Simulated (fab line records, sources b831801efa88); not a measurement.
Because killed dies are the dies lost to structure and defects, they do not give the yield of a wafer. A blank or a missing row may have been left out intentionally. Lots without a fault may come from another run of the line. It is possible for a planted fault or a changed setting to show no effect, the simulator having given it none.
A lot that was struck, set against a sound lot || flow sky130 || 14 out of 708 route steps
Sound: these wafers, L435.3, L435.4, L435.5. Struck: wafers L424.4, L424.5, L424.6. The cause comes at the end.
For every step that has rows: the tool of each side, followed by ch and its chambers, followed by its first start. Under that, the readings that differ: sound wafers || struck wafers || difference of the means || sigmas: that difference in standard deviations of wafers without a fault.
alike: words and numbers the same on both sides, and readings whose means are apart by under 2 such deviations; not compared: readings that were withheld, readings missing a value for some wafer, numbers with overlapping values and no deviation given by the record, and bounds like >300 which may hide the same value.
The two part at a step that has a row with sigmas, a row that says differs or no value, or rows on one side only. When numbers do not overlap yet have no deviation, they are printed without sigmas and do not part them. Lack of a reading on every wafer of one side parts them only where that side has two or more wafers.

first, 7 steps without rows for these wafers: SKY_NWELL_DEHYDRATE_16 (time 60 s); SKY_NWELL_HMDS_17 (prime time 57.11 s); SKY_NWELL_COAT_18 (resist thk 3000 nm); SKY_NWELL_SOFTBAKE_19; SKY_NWELL_EXPOSE_20 (exposes mask NWM COMPLEMENT, target cd 840 nm); SKY_NWELL_PEB_21; SKY_NWELL_DEVELOP_22 (develop time 60 s).
SKY_NWELL_OVL_MEAS_23:
  sound: overlay-02 at day 10 10:53; struck: overlay-02 at day 7 12:01
  alike: NWELL_01_OVL
then, 1 step without rows for these wafers: SKY_NWELL_IMPLANT_24.
SKY_NWELL_STRIP_25: strips in O2/N2.
  sound on plasma-asher-04 ch 0,1, day 10 11:06; struck on plasma-asher-03 ch 0,1, day 7 12:13
{"reading": "drypump-motor-current-A (A)", "sound": "6.1 5.8 6.1", "struck": "5.2 5.1 5.7", "difference": -0.7, "sigmas": -2}
  alike: oes-product-au, strip-time-to-endpoint-s
  not compared: rf-hours-counter-h
SKY_NWELL_TW_MEAS_26:
  sound: film-metro-03 at day 10 11:11; struck: film-metro-04 at day 7 12:19
  alike: NWELL_2_TW
then, 1 step without rows for these wafers: SKY_NWELL_CLEAN_27 (cleans in SC1/SC2, time 150 s).
SKY_NWELL_RTA_28: time 30 s.
  struck on rtp-anneal-01, day 7 12:27; sound on rtp-anneal-01 ch 0, day 10 11:22
  no value came back on the struck wafers for any of 6 readings (anneal-temp-c-max, chamber-o2-ppm and others); on the sound wafers anneal-temp-c-max reads 1055.8 1057.7 1057.4
SKY_NWELL_RS_MEAS_29: measurement is done with a four-point probe.
  sound: film-metro-03 at day 10 11:28; struck: film-metro-01 at day 7 12:34
{"reading": "NWELL_RS (ohm/sq)", "sound": "625.2 624.4 625.9", "struck": "133.2 132.8 132.8", "difference": -492.2, "sigmas": "-99 or more"}

## WHERE THEY PART
Last at SKY_NWELL_RS_MEAS_29 as far as this record goes, first at SKY_NWELL_STRIP_25.

WHY: whatever the simulator had introduced
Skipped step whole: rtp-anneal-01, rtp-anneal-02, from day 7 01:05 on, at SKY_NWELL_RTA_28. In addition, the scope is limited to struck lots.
